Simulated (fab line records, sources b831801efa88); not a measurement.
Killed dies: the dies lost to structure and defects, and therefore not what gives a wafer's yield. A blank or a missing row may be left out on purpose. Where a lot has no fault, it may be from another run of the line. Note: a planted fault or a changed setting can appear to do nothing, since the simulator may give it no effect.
fab line records :: flow sky130 :: part 2 of 2: steps 28 to 38 of 38
[record]
  lots = 5
  wafers = 15
  last_day = 50
route steps=708 shown VIA4@640 METAL5@661
lots that met no fault: from a run of the same line without faults
start_h: the number of hours between the record's first day and the start of the first shown wafer of the lot :: wait_h: hours elapsed since this lot's preceding step :: " the same as in the row above :: L1.1+2: one row covering several wafers at once :: - no value, or no start was given :: * or withheld: withheld :: < > ~ a bound
route shown NAME@n: NAME is a module with steps in the file, n the number in the route of the first one :: usual: mean/standard deviation of fault-free wafers :: same: alike in all rows :: chamber/n: place in a boat :: sites: per-site readings :: _std_site: standard deviation across them :: _edge_site: outer sites' mean less inner sites' :: radius_mm: how far each site lies from the wafer's centre :: mask NAME#n: copy n :: behind: the last tool/chamber to shape the wafer :: hold: cause of the lot's hold/its duration in hours/its outcome :: device: whichever transistor did not switch (one of n, p or np) :: end of line: tests run on the same wafers once the route is complete :: where a step has no rows: the recipe by itself :: killed: count of dies lost to structure and defects at first sort (not the wafer's yield) :: map: a wafer's dies, x killed, . not, _ none there
set.NAME: the run value of the setting; set.NAME@STEP: its run value at that earlier step :: model.NAME: the simulator's own value behind a step, which no gauge read
lots at selected steps of the route; one table per step, one row per wafer
services: from which hour (start_h, from the record's first day; less than 0 if before it) a tool's chamber was out of use, for how many hours, and why
[[steps]]
[step SKY_METAL5_THK_MEAS_06]
[recipe]
  thk_meas_gauge = xrf
  reads = AlCu_of_METAL5_SPUTTER_02
[usual]
  METAL5_ALCU_THK = 1133/14
lot.wafer: L074.3
tool: film_metro-03
chamber: -
start_h: 1001.93
wait_h: 0.1
METAL5_ALCU_THK[nm]: 1123

lot.wafer: L074.4
tool: film_metro-03
chamber: -
start_h: 1001.93
wait_h: 0.1
METAL5_ALCU_THK[nm]: 1105

lot.wafer: L074.6
tool: film_metro-03
chamber: -
start_h: 1001.93
wait_h: 0.1
METAL5_ALCU_THK[nm]: 1126

lot.wafer: L081.1
tool: film_metro-01
chamber: -
start_h: 1057.64
wait_h: 0.1
METAL5_ALCU_THK[nm]: 1122

lot.wafer: L081.4
tool: film_metro-01
chamber: -
start_h: 1057.64
wait_h: 0.1
METAL5_ALCU_THK[nm]: 1112

lot.wafer: L081.5
tool: film_metro-01
chamber: -
start_h: 1057.64
wait_h: 0.1
METAL5_ALCU_THK[nm]: 1115

lot.wafer: L092.2
tool: film_metro-03
chamber: -
start_h: 1122.07
wait_h: 0.1
METAL5_ALCU_THK[nm]: 1121

lot.wafer: L092.3
tool: film_metro-03
chamber: -
start_h: 1122.07
wait_h: 0.1
METAL5_ALCU_THK[nm]: 1128

lot.wafer: L092.5
tool: film_metro-03
chamber: -
start_h: 1122.07
wait_h: 0.1
METAL5_ALCU_THK[nm]: 1123

lot.wafer: L093.2
tool: film_metro-04
chamber: -
start_h: 1124.05
wait_h: 0.1
METAL5_ALCU_THK[nm]: 1139

lot.wafer: L093.4
tool: film_metro-04
chamber: -
start_h: 1124.05
wait_h: 0.1
METAL5_ALCU_THK[nm]: 1150

lot.wafer: L093.5
tool: film_metro-04
chamber: -
start_h: 1124.05
wait_h: 0.1
METAL5_ALCU_THK[nm]: 1148

lot.wafer: L094.1
tool: film_metro-03
chamber: -
start_h: 1144.23
wait_h: 0.1
METAL5_ALCU_THK[nm]: 1132

lot.wafer: L094.4
tool: film_metro-03
chamber: -
start_h: 1144.23
wait_h: 0.1
METAL5_ALCU_THK[nm]: 1124

lot.wafer: L094.6
tool: film_metro-03
chamber: -
start_h: 1144.23
wait_h: 0.1
METAL5_ALCU_THK[nm]: 1117
[step SKY_METAL5_DEHYDRATE_07]
[recipe]
  temp_c = 200
  time_s = 60
lot.wafer: L074.3+4+6
tool: litho_track-02
chamber: 0
start_h: 1012.80
wait_h: 10.9

lot.wafer: L081.1+4+5
tool: litho_track-03
chamber: 0
start_h: 1067.38
wait_h: 9.7

lot.wafer: L092.2+3+5
tool: litho_track-04
chamber: 0
start_h: 1131.44
wait_h: 9.4

lot.wafer: L093.2+4+5
tool: litho_track-04
chamber: 0
start_h: 1133.39
wait_h: 9.3

lot.wafer: L094.1+4+6
tool: litho_track-03
chamber: 0
start_h: 1152.63
wait_h: 8.4
[step SKY_METAL5_HMDS_08]
[recipe]
  prime_time_s = 60
  prime_temp_c = 120
lot.wafer: L074.3+4+6
tool: litho_track-02
chamber: 0
start_h: 1012.95
wait_h: 0.1

lot.wafer: L081.1+4+5
tool: litho_track-03
chamber: 0
start_h: 1067.53
wait_h: 0.1

lot.wafer: L092.2+3+5
tool: litho_track-04
chamber: 0
start_h: 1131.59
wait_h: 0.1

lot.wafer: L093.2+4+5
tool: litho_track-04
chamber: 0
start_h: 1133.54
wait_h: 0.1

lot.wafer: L094.1+4+6
tool: litho_track-03
chamber: 0
start_h: 1152.78
wait_h: 0.1
[step SKY_METAL5_COAT_09]
[recipe]
  resist = NOVOLAK
  spin_rpm = 3000
  resist_thk_nm = 1800
lot.wafer: L074.3+4+6
tool: litho_track-02
chamber: 0
start_h: 1013.10
wait_h: 0.1

lot.wafer: L081.1+4+5
tool: litho_track-03
chamber: 0
start_h: 1067.68
wait_h: 0.1

lot.wafer: L092.2+3+5
tool: litho_track-04
chamber: 0
start_h: 1131.74
wait_h: 0.1

lot.wafer: L093.2+4+5
tool: litho_track-04
chamber: 0
start_h: 1133.69
wait_h: 0.1

lot.wafer: L094.1+4+6
tool: litho_track-03
chamber: 0
start_h: 1152.93
wait_h: 0.1
[step SKY_METAL5_SOFTBAKE_10]
[recipe]
  temp_c = 90
  time_s = 60
  resist = NOVOLAK
lot.wafer: L074.3+4+6
tool: litho_track-02
chamber: 0
start_h: 1013.25
wait_h: 0.1

lot.wafer: L081.1+4+5
tool: litho_track-03
chamber: 0
start_h: 1067.83
wait_h: 0.1

lot.wafer: L092.2+3+5
tool: litho_track-04
chamber: 0
start_h: 1131.89
wait_h: 0.1

lot.wafer: L093.2+4+5
tool: litho_track-04
chamber: 0
start_h: 1133.84
wait_h: 0.1

lot.wafer: L094.1+4+6
tool: litho_track-03
chamber: 0
start_h: 1153.08
wait_h: 0.1
[step SKY_METAL5_EXPOSE_11]
[recipe]
  mask_id = MM5
  na = 0.6
  source_shape = conventional
  sigma_outer = 0.6
  polarization = unpolarized
  target_cd_nm = 1600
  dose_mj = 190
[usual]
  focus_offset_nm = -0.1/0.48
lot.wafer: L074.3
tool: iline_stepper-02
chamber: 0
start_h: -
wait_h: -
mask: MM5#0
focus_offset_nm: -0.6

lot.wafer: L074.4
tool: iline_stepper-02
chamber: 0
start_h: -
wait_h: -
mask: MM5#0
focus_offset_nm: 0.1

lot.wafer: L074.6
tool: iline_stepper-02
chamber: 0
start_h: -
wait_h: -
mask: MM5#0
focus_offset_nm: 0.0

lot.wafer: L081.1
tool: iline_stepper-02
chamber: 0
start_h: -
wait_h: -
mask: MM5#0
focus_offset_nm: -0.2

lot.wafer: L081.4
tool: iline_stepper-02
chamber: 0
start_h: -
wait_h: -
mask: MM5#0
focus_offset_nm: 0.0

lot.wafer: L081.5
tool: iline_stepper-02
chamber: 0
start_h: -
wait_h: -
mask: MM5#0
focus_offset_nm: 0.1

lot.wafer: L092.2
tool: iline_stepper-01
chamber: 0
start_h: -
wait_h: -
mask: MM5#0
focus_offset_nm: 0.6

lot.wafer: L092.3
tool: iline_stepper-01
chamber: 0
start_h: -
wait_h: -
mask: MM5#0
focus_offset_nm: -0.1

lot.wafer: L092.5
tool: iline_stepper-01
chamber: 0
start_h: -
wait_h: -
mask: MM5#0
focus_offset_nm: 0.6

lot.wafer: L093.2
tool: iline_stepper-01
chamber: 0
start_h: -
wait_h: -
mask: MM5#0
focus_offset_nm: 0.6

lot.wafer: L093.4
tool: iline_stepper-01
chamber: 0
start_h: -
wait_h: -
mask: MM5#0
focus_offset_nm: 0.9

lot.wafer: L093.5
tool: iline_stepper-01
chamber: 0
start_h: -
wait_h: -
mask: MM5#0
focus_offset_nm: 0.9

lot.wafer: L094.1
tool: iline_stepper-01
chamber: 0
start_h: -
wait_h: -
mask: MM5#0
focus_offset_nm: 0.3

lot.wafer: L094.4
tool: iline_stepper-01
chamber: 0
start_h: -
wait_h: -
mask: MM5#0
focus_offset_nm: -0.1

lot.wafer: L094.6
tool: iline_stepper-01
chamber: 0
start_h: -
wait_h: -
mask: MM5#0
focus_offset_nm: 0.2
[step SKY_METAL5_PEB_12]
[recipe]
  temp_c = withheld
  time_s = *
  resist = NOVOLAK
lot.wafer: L074.3+4+6
tool: litho_track-04
chamber: 0
start_h: -
wait_h: -

lot.wafer: L081.1+4+5
tool: litho_track-03
chamber: 0
start_h: -
wait_h: -

lot.wafer: L092.2+3+5
tool: litho_track-03
chamber: 0
start_h: -
wait_h: -

lot.wafer: L093.2+4+5
tool: litho_track-04
chamber: 0
start_h: -
wait_h: -

lot.wafer: L094.1+4+6
tool: litho_track-03
chamber: 0
start_h: -
wait_h: -
[step SKY_METAL5_DEVELOP_13]
[recipe]
  resist = NOVOLAK
  developer = TMAH
  develop_time_s = 60
  dev_temp_c = 23
lot.wafer: L074.3+4+6
tool: litho_track-04
chamber: 0
start_h: 1024.37
wait_h: 0.1

lot.wafer: L081.1+4+5
tool: litho_track-03
chamber: 0
start_h: 1078.53
wait_h: 0.1

lot.wafer: L092.2+3+5
tool: litho_track-03
chamber: 0
start_h: 1140.81
wait_h: 0.1

lot.wafer: L093.2+4+5
tool: litho_track-04
chamber: 0
start_h: 1142.89
wait_h: 0.1

lot.wafer: L094.1+4+6
tool: litho_track-03
chamber: 0
start_h: 1162.28
wait_h: 0.1
[step SKY_METAL5_DESCUM_14]
[recipe]
  chemistry = O2
  source_power_w = 150
  bias_power_w = 0
  pressure_mtorr = 10
  temp_c = 40
  time_s = 11
[usual]
  drypump_motor_current_A = 5.8/0.45
  oes_product_au = 1.002/0.012
  temp_c = 39.98/0.11
lot.wafer: L074.3
tool: rie_metal-01
chamber: 0
start_h: 1024.49
wait_h: 0.1
drypump_motor_current_A: 5.2
oes_product_au: 0.981
rf_hours_counter_h: -
temp_c: 39.70

lot.wafer: L074.4
tool: rie_metal-01
chamber: 0
start_h: 1024.49
wait_h: 0.1
drypump_motor_current_A: 5.2
oes_product_au: 0.997
rf_hours_counter_h: -
temp_c: 39.85

lot.wafer: L074.6
tool: rie_metal-01
chamber: 0
start_h: 1024.49
wait_h: 0.1
drypump_motor_current_A: 5.2
oes_product_au: 0.983
rf_hours_counter_h: -
temp_c: 39.74

lot.wafer: L081.1
tool: rie_metal-01
chamber: 0
start_h: 1078.68
wait_h: 0.1
drypump_motor_current_A: 5.2
oes_product_au: 0.981
rf_hours_counter_h: 15
temp_c: 40.01

lot.wafer: L081.4
tool: rie_metal-01
chamber: 0
start_h: 1078.68
wait_h: 0.1
drypump_motor_current_A: 5.2
oes_product_au: 0.986
rf_hours_counter_h: -
temp_c: 39.88

lot.wafer: L081.5
tool: rie_metal-01
chamber: 1
start_h: 1078.68
wait_h: 0.1
drypump_motor_current_A: 6.5
oes_product_au: 1.010
rf_hours_counter_h: -
temp_c: 39.96

lot.wafer: L092.2
tool: rie_metal-03
chamber: 1
start_h: 1140.93
wait_h: 0.1
drypump_motor_current_A: 5.9
oes_product_au: 1.029
rf_hours_counter_h: 21
temp_c: 39.87

lot.wafer: L092.3
tool: rie_metal-03
chamber: 0
start_h: 1140.93
wait_h: 0.1
drypump_motor_current_A: 5.8
oes_product_au: 1.003
rf_hours_counter_h: -
temp_c: 40.03

lot.wafer: L092.5
tool: rie_metal-03
chamber: 1
start_h: 1140.93
wait_h: 0.1
drypump_motor_current_A: 5.9
oes_product_au: 1.020
rf_hours_counter_h: -
temp_c: 39.97

lot.wafer: L093.2
tool: rie_metal-01
chamber: 1
start_h: 1143.02
wait_h: 0.1
drypump_motor_current_A: 6.5
oes_product_au: 1.001
rf_hours_counter_h: 26
temp_c: 39.76

lot.wafer: L093.4
tool: rie_metal-01
chamber: 1
start_h: 1143.02
wait_h: 0.1
drypump_motor_current_A: 6.5
oes_product_au: 1.002
rf_hours_counter_h: -
temp_c: 39.86

lot.wafer: L093.5
tool: rie_metal-01
chamber: 0
start_h: 1143.02
wait_h: 0.1
drypump_motor_current_A: 5.2
oes_product_au: 0.983
rf_hours_counter_h: -
temp_c: 39.90

lot.wafer: L094.1
tool: rie_metal-04
chamber: 0
start_h: 1162.43
wait_h: 0.1
drypump_motor_current_A: 6.1
oes_product_au: 1.005
rf_hours_counter_h: 26
temp_c: 40.11

lot.wafer: L094.4
tool: rie_metal-04
chamber: 1
start_h: 1162.43
wait_h: 0.1
drypump_motor_current_A: 5.5
oes_product_au: 1.008
rf_hours_counter_h: -
temp_c: 40.16

lot.wafer: L094.6
tool: rie_metal-04
chamber: 1
start_h: 1162.43
wait_h: 0.1
drypump_motor_current_A: 5.5
oes_product_au: 1.003
rf_hours_counter_h: -
temp_c: 40.11
[step SKY_METAL5_METAL_ETCH_15]
[recipe]
  target_depth_a = 12600
  stop_on = SiO2
  over_etch_frac = 0.2
  time_s = 252
  chemistry = Cl2/BCl3
  resist_sidewall_deg = 86
  pressure_mtorr = 10
  icp_w = 900
  bias_w = 48.5
  Cl2_flow_sccm = 60
  bcl3_flow_sccm = 30
[usual]
  drypump_motor_current_A = 5.8/0.45
  oes_product_au = 0.895/0.0051
  throttle_valve_pct = 22.265/0.0088
lot.wafer: L074.3
tool: rie_metal-01
chamber: 0
start_h: 1024.69
wait_h: 0.2
drypump_motor_current_A: 5.2
oes_product_au: 0.890
rf_hours_counter_h: -
throttle_valve_pct: 22.278

lot.wafer: L074.4
tool: rie_metal-01
chamber: 0
start_h: 1024.69
wait_h: 0.2
drypump_motor_current_A: 5.2
oes_product_au: 0.881
rf_hours_counter_h: -
throttle_valve_pct: 22.248

lot.wafer: L074.6
tool: rie_metal-01
chamber: 0
start_h: 1024.69
wait_h: 0.2
drypump_motor_current_A: 5.2
oes_product_au: 0.892
rf_hours_counter_h: -
throttle_valve_pct: 22.275

lot.wafer: L081.1
tool: rie_metal-01
chamber: 0
start_h: 1078.71
wait_h: 0.0
drypump_motor_current_A: 5.2
oes_product_au: 0.890
rf_hours_counter_h: 15
throttle_valve_pct: 22.283

lot.wafer: L081.4
tool: rie_metal-01
chamber: 0
start_h: 1078.71
wait_h: 0.0
drypump_motor_current_A: 5.2
oes_product_au: 0.895
rf_hours_counter_h: -
throttle_valve_pct: 22.274

lot.wafer: L081.5
tool: rie_metal-01
chamber: 1
start_h: 1078.71
wait_h: 0.0
drypump_motor_current_A: 6.5
oes_product_au: 0.895
rf_hours_counter_h: -
throttle_valve_pct: 22.262

lot.wafer: L092.2
tool: rie_metal-03
chamber: 1
start_h: 1140.97
wait_h: 0.0
drypump_motor_current_A: 6.0
oes_product_au: 0.895
rf_hours_counter_h: 21
throttle_valve_pct: 22.266

lot.wafer: L092.3
tool: rie_metal-03
chamber: 0
start_h: 1140.97
wait_h: 0.0
drypump_motor_current_A: 5.8
oes_product_au: 0.897
rf_hours_counter_h: -
throttle_valve_pct: 22.279

lot.wafer: L092.5
tool: rie_metal-03
chamber: 1
start_h: 1140.97
wait_h: 0.0
drypump_motor_current_A: 6.0
oes_product_au: 0.890
rf_hours_counter_h: -
throttle_valve_pct: 22.276

lot.wafer: L093.2
tool: rie_metal-01
chamber: 1
start_h: 1143.05
wait_h: 0.0
drypump_motor_current_A: 6.5
oes_product_au: 0.895
rf_hours_counter_h: 26
throttle_valve_pct: 22.261

lot.wafer: L093.4
tool: rie_metal-01
chamber: 1
start_h: 1143.05
wait_h: 0.0
drypump_motor_current_A: 6.5
oes_product_au: 0.894
rf_hours_counter_h: -
throttle_valve_pct: 22.276

lot.wafer: L093.5
tool: rie_metal-01
chamber: 0
start_h: 1143.05
wait_h: 0.0
drypump_motor_current_A: 5.2
oes_product_au: 0.894
rf_hours_counter_h: -
throttle_valve_pct: 22.251

lot.wafer: L094.1
tool: rie_metal-04
chamber: 0
start_h: 1162.47
wait_h: 0.0
drypump_motor_current_A: 6.1
oes_product_au: 0.888
rf_hours_counter_h: 26
throttle_valve_pct: 22.272

lot.wafer: L094.4
tool: rie_metal-04
chamber: 1
start_h: 1162.47
wait_h: 0.0
drypump_motor_current_A: 5.5
oes_product_au: 0.889
rf_hours_counter_h: -
throttle_valve_pct: 22.261

lot.wafer: L094.6
tool: rie_metal-04
chamber: 1
start_h: 1162.47
wait_h: 0.0
drypump_motor_current_A: 5.5
oes_product_au: 0.887
rf_hours_counter_h: -
throttle_valve_pct: 22.255
[step SKY_METAL5_STRIP_16]
[recipe]
  chemistry = O2/N2
  power_w = 1400
  pressure_mtorr = 1500
  platen_temp_c = withheld
  o2_flow_sccm = 3000
  n2_flow_sccm = 300
  overash_fraction = 0.5
[usual]
  drypump_motor_current_A = 5.70/0.3
  oes_product_au = 0.710/0.0046
  strip_time_to_endpoint_s = 13.01/0.17
lot.wafer: L074.3
tool: plasma_asher-01
chamber: 0
start_h: 1025.04
wait_h: 0.3
drypump_motor_current_A: 5.74
oes_product_au: 0.706
rf_hours_counter_h: -
strip_time_to_endpoint_s: 13.23

lot.wafer: L074.4
tool: plasma_asher-01
chamber: 1
start_h: 1025.04
wait_h: 0.3
drypump_motor_current_A: 5.26
oes_product_au: 0.708
rf_hours_counter_h: -
strip_time_to_endpoint_s: 13.23

lot.wafer: L074.6
tool: plasma_asher-01
chamber: 0
start_h: 1025.04
wait_h: 0.3
drypump_motor_current_A: 5.76
oes_product_au: 0.713
rf_hours_counter_h: -
strip_time_to_endpoint_s: 13.16

lot.wafer: L081.1
tool: plasma_asher-02
chamber: 0
start_h: 1078.95
wait_h: 0.2
drypump_motor_current_A: 6.13
oes_product_au: 0.709
rf_hours_counter_h: 2
strip_time_to_endpoint_s: 13.27

lot.wafer: L081.4
tool: plasma_asher-02
chamber: 0
start_h: 1078.95
wait_h: 0.2
drypump_motor_current_A: 6.14
oes_product_au: 0.708
rf_hours_counter_h: -
strip_time_to_endpoint_s: 13.31

lot.wafer: L081.5
tool: plasma_asher-02
chamber: 1
start_h: 1078.95
wait_h: 0.2
drypump_motor_current_A: 5.51
oes_product_au: 0.707
rf_hours_counter_h: -
strip_time_to_endpoint_s: 13.03

lot.wafer: L092.2
tool: plasma_asher-03
chamber: 0
start_h: 1141.20
wait_h: 0.2
drypump_motor_current_A: 6.09
oes_product_au: 0.709
rf_hours_counter_h: 73
strip_time_to_endpoint_s: 12.71

lot.wafer: L092.3
tool: plasma_asher-03
chamber: 0
start_h: 1141.20
wait_h: 0.2
drypump_motor_current_A: 6.08
oes_product_au: 0.709
rf_hours_counter_h: -
strip_time_to_endpoint_s: 12.99

lot.wafer: L092.5
tool: plasma_asher-03
chamber: 0
start_h: 1141.20
wait_h: 0.2
drypump_motor_current_A: 6.07
oes_product_au: 0.709
rf_hours_counter_h: -
strip_time_to_endpoint_s: 12.77

lot.wafer: L093.2
tool: plasma_asher-02
chamber: 1
start_h: 1143.29
wait_h: 0.2
drypump_motor_current_A: 5.47
oes_product_au: 0.720
rf_hours_counter_h: 9
strip_time_to_endpoint_s: 13.13

lot.wafer: L093.4
tool: plasma_asher-02
chamber: 1
start_h: 1143.29
wait_h: 0.2
drypump_motor_current_A: 5.48
oes_product_au: 0.713
rf_hours_counter_h: -
strip_time_to_endpoint_s: 13.11

lot.wafer: L093.5
tool: plasma_asher-02
chamber: 0
start_h: 1143.29
wait_h: 0.2
drypump_motor_current_A: 6.13
oes_product_au: 0.714
rf_hours_counter_h: -
strip_time_to_endpoint_s: 13.27

lot.wafer: L094.1
tool: plasma_asher-03
chamber: 0
start_h: 1162.70
wait_h: 0.2
drypump_motor_current_A: 6.07
oes_product_au: 0.711
rf_hours_counter_h: 74
strip_time_to_endpoint_s: 13.12

lot.wafer: L094.4
tool: plasma_asher-03
chamber: 1
start_h: 1162.70
wait_h: 0.2
drypump_motor_current_A: 5.70
oes_product_au: 0.701
rf_hours_counter_h: -
strip_time_to_endpoint_s: 13.10

lot.wafer: L094.6
tool: plasma_asher-03
chamber: 0
start_h: 1162.70
wait_h: 0.2
drypump_motor_current_A: 6.08
oes_product_au: 0.715
rf_hours_counter_h: -
strip_time_to_endpoint_s: 13.02
[[services]]
tool: wet_bench-03
chamber: -
start_h: 972.93
hours: 2.0
kind: repair

tool: wet_bench-01
chamber: -
start_h: 976.89
hours: 1.4
kind: repair

tool: cmp-01
chamber: -
start_h: 978.80
hours: 0.9
kind: repair

tool: plasma_asher-03
chamber: -
start_h: 988.70
hours: 1.8
kind: repair

tool: iline_stepper-01
chamber: -
start_h: 996.79
hours: 1.7
kind: pm

tool: cmp-01
chamber: -
start_h: 1013.04
hours: 1.8
kind: repair

tool: pvd_sputter-01
chamber: -
start_h: 1019.03
hours: 4.9
kind: repair

tool: rie_metal-01
chamber: 1
start_h: 1020.24
hours: 4.8
kind: repair

tool: cmp-01
chamber: -
start_h: 1029.34
hours: 2.6
kind: repair

tool: pvd_sputter-02
chamber: -
start_h: 1031.99
hours: 18.2
kind: repair

tool: plasma_asher-03
chamber: -
start_h: 1045.49
hours: 0.9
kind: repair

tool: rie_diel-04
chamber: 0
start_h: 1049.16
hours: 8.0
kind: repair

tool: cvd_w-02
chamber: 0
start_h: 1049.30
hours: 3.3
kind: repair

tool: iline_stepper-02
chamber: -
start_h: 1080.83
hours: 11.9
kind: repair

tool: rie_metal-01
chamber: 0
start_h: 1089.95
hours: 14.9
kind: repair

tool: cvd_w-02
chamber: 0
start_h: 1094.37
hours: 3.1
kind: repair

tool: iline_stepper-02
chamber: -
start_h: 1112.40
hours: 1.7
kind: pm

tool: wet_bench-04
chamber: -
start_h: 1125.00
hours: 0.5
kind: repair

tool: cmp-01
chamber: -
start_h: 1137.65
hours: 3.6
kind: pm

tool: pvd_sputter-01
chamber: -
start_h: 1144.31
hours: 2.2
kind: repair

tool: iline_stepper-02
chamber: -
start_h: 1146.24
hours: 16.5
kind: repair

tool: plasma_asher-03
chamber: -
start_h: 1147.28
hours: 2.8
kind: pm

tool: pvd_sputter-01
chamber: -
start_h: 1151.29
hours: 8.8
kind: repair

tool: iline_stepper-01
chamber: -
start_h: 1151.52
hours: 2.1
kind: repair
